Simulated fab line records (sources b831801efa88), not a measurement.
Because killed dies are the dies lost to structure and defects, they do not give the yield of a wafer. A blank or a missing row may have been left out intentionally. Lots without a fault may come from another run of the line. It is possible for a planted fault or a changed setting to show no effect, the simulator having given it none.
The tool behind it: which one? / flow gf180mcu / 14 lots with 42 wafers sampled at 4 steps, on a route of 602 steps

## WHAT THE GAUGES READ, wafer by wafer
GF_VT_IMPLANT_TW_MEAS_43. Usual: VT_IMPLANT_4_TW gives 687 (standard deviation 3.5).
lot=L444; measured=day 7 12:01; on=film_metro-04; VT_IMPLANT_4_TW=684 684 682; flag=
lot=L445; measured=day 7 18:17; on=film_metro-03; VT_IMPLANT_4_TW=692 688 689; flag=
lot=L447; measured=day 8 10:14; on=film_metro-01; VT_IMPLANT_4_TW=686 686 685; flag=
lot=L450; measured=day 9 08:45; on=film_metro-04; VT_IMPLANT_4_TW=685 684 684; flag=
lot=L451; measured=day 9 12:38; on=film_metro-04; VT_IMPLANT_4_TW=687 691 687; flag=
lot=L452; measured=day 9 18:17; on=film_metro-01; VT_IMPLANT_4_TW=687 689 688; flag=
lot=L453; measured=day 10 00:44; on=film_metro-03; VT_IMPLANT_4_TW=691 693 694; flag=
lot=L454; measured=day 10 09:42; on=film_metro-01; VT_IMPLANT_4_TW=686 685 687; flag=
lot=L456; measured=day 10 20:35; on=film_metro-03; VT_IMPLANT_4_TW=692 692 695; flag=
lot=L457; measured=day 11 04:52; on=film_metro-03; VT_IMPLANT_4_TW=694 695 691; flag=
lot=L462; measured=day 12 14:16; on=film_metro-04; VT_IMPLANT_4_TW=547 549 548; flag=OFF
lot=L463; measured=day 12 20:44; on=film_metro-04; VT_IMPLANT_4_TW=548 549 548; flag=OFF
lot=L466; measured=day 13 21:37; on=film_metro-03; VT_IMPLANT_4_TW=685 686 690; flag=
lot=L467; measured=day 13 22:49; on=film_metro-03; VT_IMPLANT_4_TW=688 692 691; flag=

GF_M1_OVL_MEAS_15. Usual: M1_OVL gives -2 nm (standard deviation 5.8).
lot=L444; measured=day 17 02:54; on=overlay-01; M1_OVL (nm)=-10 0 1; flag=
lot=L445; measured=day 17 09:19; on=overlay-02; M1_OVL (nm)=-10 -12 -6; flag=
lot=L447; measured=day 18 07:14; on=overlay-02; M1_OVL (nm)=-1 -1 5; flag=
lot=L450; measured=day 19 11:19; on=overlay-01; M1_OVL (nm)=5 5 -4; flag=
lot=L451; measured=day 20 05:41; on=overlay-02; M1_OVL (nm)=-4 -5 -1; flag=
lot=L452; measured=day 20 10:04; on=overlay-02; M1_OVL (nm)=-5 -5 1; flag=
lot=L453; measured=day 20 16:19; on=overlay-01; M1_OVL (nm)=-3 0 -1; flag=
lot=L454; measured=day 21 05:14; on=overlay-02; M1_OVL (nm)=-12 -11 -6; flag=
lot=L456; measured=day 21 19:08; on=overlay-01; M1_OVL (nm)=-5 -8 -4; flag=
lot=L457; measured=day 22 01:08; on=overlay-02; M1_OVL (nm)=-5 -3 -6; flag=
lot=L462; measured=day 23 17:56; on=overlay-02; M1_OVL (nm)=-3 -2 -10; flag=
lot=L463; measured=day 23 22:56; on=overlay-01; M1_OVL (nm)=0 -4 -2; flag=
lot=L466; measured=day 24 23:56; on=overlay-01; M1_OVL (nm)=7 12 13; flag=
lot=L467; measured=day 25 06:10; on=overlay-01; M1_OVL (nm)=-5 -6 -8; flag=

## EACH LOT AND THE TOOL THAT RAN IT (in order: tool; ch and the chambers of the sampled wafers; start)
lot=L444; GF_VT_IMPLANT_IMPLANT_41=implanter-03 ch 0, day 7 11:48; GF_M1_SPUTTER_01=pvd_sputter-04, day 16 05:04
lot=L445; GF_VT_IMPLANT_IMPLANT_41=implanter-04 ch 0, day 7 18:02; GF_M1_SPUTTER_01=pvd_sputter-04, day 16 10:45
lot=L447; GF_VT_IMPLANT_IMPLANT_41=implanter-04 ch 0, day 8 10:00; GF_M1_SPUTTER_01=pvd_sputter-01, day 17 07:58
lot=L450; GF_VT_IMPLANT_IMPLANT_41=implanter-04 ch 0, day 9 08:31; GF_M1_SPUTTER_01=pvd_sputter-02, day 18 11:16
lot=L451; GF_VT_IMPLANT_IMPLANT_41=implanter-02 ch 0, day 9 12:24; GF_M1_SPUTTER_01=pvd_sputter-02, day 19 04:51
lot=L452; GF_VT_IMPLANT_IMPLANT_41=implanter-02 ch 0, day 9 18:02; GF_M1_SPUTTER_01=pvd_sputter-02, day 19 09:59
lot=L453; GF_VT_IMPLANT_IMPLANT_41=implanter-02 ch 0, day 10 00:29; GF_M1_SPUTTER_01=pvd_sputter-04, day 19 15:49
lot=L454; GF_VT_IMPLANT_IMPLANT_41=implanter-02 ch 0, day 10 09:27; GF_M1_SPUTTER_01=pvd_sputter-02, day 20 04:32
lot=L456; GF_VT_IMPLANT_IMPLANT_41=implanter-03 ch 0, day 10 20:21; GF_M1_SPUTTER_01=pvd_sputter-01, day 20 19:04
lot=L457; GF_VT_IMPLANT_IMPLANT_41=implanter-04 ch 0, day 11 04:38; GF_M1_SPUTTER_01=pvd_sputter-04, day 21 01:23
lot=L462; GF_VT_IMPLANT_IMPLANT_41=implanter-03 ch 0, day 12 14:02; GF_M1_SPUTTER_01=pvd_sputter-01, day 22 18:15
lot=L463; GF_VT_IMPLANT_IMPLANT_41=implanter-03 ch 0, day 12 20:31; GF_M1_SPUTTER_01=pvd_sputter-04, day 22 23:45
lot=L466; GF_VT_IMPLANT_IMPLANT_41=implanter-04 ch 0, day 13 21:23; GF_M1_SPUTTER_01=pvd_sputter-02, day 24 01:16
lot=L467; GF_VT_IMPLANT_IMPLANT_41=implanter-02 ch 0, day 13 22:34; GF_M1_SPUTTER_01=pvd_sputter-02, day 24 07:43
- GF_VT_IMPLANT_IMPLANT_41
- GF_M1_SPUTTER_01: material TiN, target thk 30 nm, time 25 s.

## AS READ BY THE TOOLS THEMSELVES (means over the sampled wafers that have a number; for cases with no such wafer, the mark the record gives instead)
GF_VT_IMPLANT_IMPLANT_41. Usual: dose_ions_cm2 1.0131e+12, standard deviation 9.8e+08; faraday_current_uA 5.71, standard deviation 0.11.
lot=L444 tool=implanter-03 dose_ions_cm2=1.0138e+12 faraday_current_uA=5.75 flag=
lot=L445 tool=implanter-04 dose_ions_cm2=1.0143e+12 faraday_current_uA=5.78 flag=
lot=L447 tool=implanter-04 dose_ions_cm2=1.0137e+12 faraday_current_uA=5.73 flag=
lot=L450 tool=implanter-04 dose_ions_cm2=1.0140e+12 faraday_current_uA=5.72 flag=
lot=L451 tool=implanter-02 dose_ions_cm2=1.0131e+12 faraday_current_uA=5.61 flag=
lot=L452 tool=implanter-02 dose_ions_cm2=1.0137e+12 faraday_current_uA=5.82 flag=
lot=L453 tool=implanter-02 dose_ions_cm2=1.0139e+12 faraday_current_uA=5.67 flag=
lot=L454 tool=implanter-02 dose_ions_cm2=1.0128e+12 faraday_current_uA=5.76 flag=
lot=L456 tool=implanter-03 dose_ions_cm2=1.0144e+12 faraday_current_uA=5.69 flag=
lot=L457 tool=implanter-04 dose_ions_cm2=1.0135e+12 faraday_current_uA=5.77 flag=
lot=L462 tool=implanter-03 dose_ions_cm2=4.9493e+11 faraday_current_uA=2.83 flag=OFF
lot=L463 tool=implanter-03 dose_ions_cm2=4.9530e+11 faraday_current_uA=2.76 flag=OFF
lot=L466 tool=implanter-04 dose_ions_cm2=1.0131e+12 faraday_current_uA=5.65 flag=
lot=L467 tool=implanter-02 dose_ions_cm2=1.0122e+12 faraday_current_uA=5.67 flag=

GF_M1_SPUTTER_01. Usual: throttle_valve_pct at 29.8 %, with a standard deviation of 1.2.
lot=L444; tool=pvd_sputter-04; throttle_valve_pct (%)=29.6; flag=
lot=L445; tool=pvd_sputter-04; throttle_valve_pct (%)=30.4; flag=
lot=L447; tool=pvd_sputter-01; throttle_valve_pct (%)=29.7; flag=
lot=L450; tool=pvd_sputter-02; throttle_valve_pct (%)=29.5; flag=
lot=L451; tool=pvd_sputter-02; throttle_valve_pct (%)=29.4; flag=
lot=L452; tool=pvd_sputter-02; throttle_valve_pct (%)=29.1; flag=
lot=L453; tool=pvd_sputter-04; throttle_valve_pct (%)=30.0; flag=
lot=L454; tool=pvd_sputter-02; throttle_valve_pct (%)=29.5; flag=
lot=L456; tool=pvd_sputter-01; throttle_valve_pct (%)=29.2; flag=
lot=L457; tool=pvd_sputter-04; throttle_valve_pct (%)=29.5; flag=
lot=L462; tool=pvd_sputter-01; throttle_valve_pct (%)=29.7; flag=
lot=L463; tool=pvd_sputter-04; throttle_valve_pct (%)=30.1; flag=
lot=L466; tool=pvd_sputter-02; throttle_valve_pct (%)=29.0; flag=
lot=L467; tool=pvd_sputter-02; throttle_valve_pct (%)=28.5; flag=

## THE ANSWER, worked out from the rows above alone
Rule: lot off if the mean of its wafers having a number is beyond 3 standard deviations from the usual mean. A lot without any number at a reading at which 4 lots or more have one is off too. Where the step has rows for the other lots, those lots are counted as sound. After the gauges, taken in route order, come the tools' own readings; for these a lot's mean is taken, as printed above. At the first step where some lot is off, the reading lying furthest off is the one used; lots without a number count as furthest.
Off: L462, L463, seen at GF_VT_IMPLANT_TW_MEAS_43 (VT_IMPLANT_4_TW).
A tool fits if, at a process step before that reading, it ran every lot that is off, and no sound lot after the first of them. The gauges at GF_VT_IMPLANT_TW_MEAS_43 aren't tried: what is off there is off at GF_VT_IMPLANT_IMPLANT_41 too, on other tools, and a gauge's error can't cause that. One fits: GF_VT_IMPLANT_IMPLANT_41 on implanter-03. Its last sound lot is L456 (day 10 20:21), its first lot that is off L462 (day 12 14:02): a fault that began between those two fits.
The tool's own readings at GF_VT_IMPLANT_IMPLANT_41 bear it out: on the lots that are off they differ by more than 5 times the standard deviation of the sound lots' means. dose_ions_cm2 reads 4.9512e+11 there against 1.0135e+12 on the sound lots; faraday_current_uA reads 2.79 there against 5.72 on the sound lots.

## WHAT THE SIMULATOR HAD PUT IN
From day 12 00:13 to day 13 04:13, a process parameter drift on implanter-03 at GF_VT_IMPLANT_IMPLANT_41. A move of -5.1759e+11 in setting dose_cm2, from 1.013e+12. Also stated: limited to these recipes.
Lots struck among those shown: L462, L463. The rule given above showed the same thing.
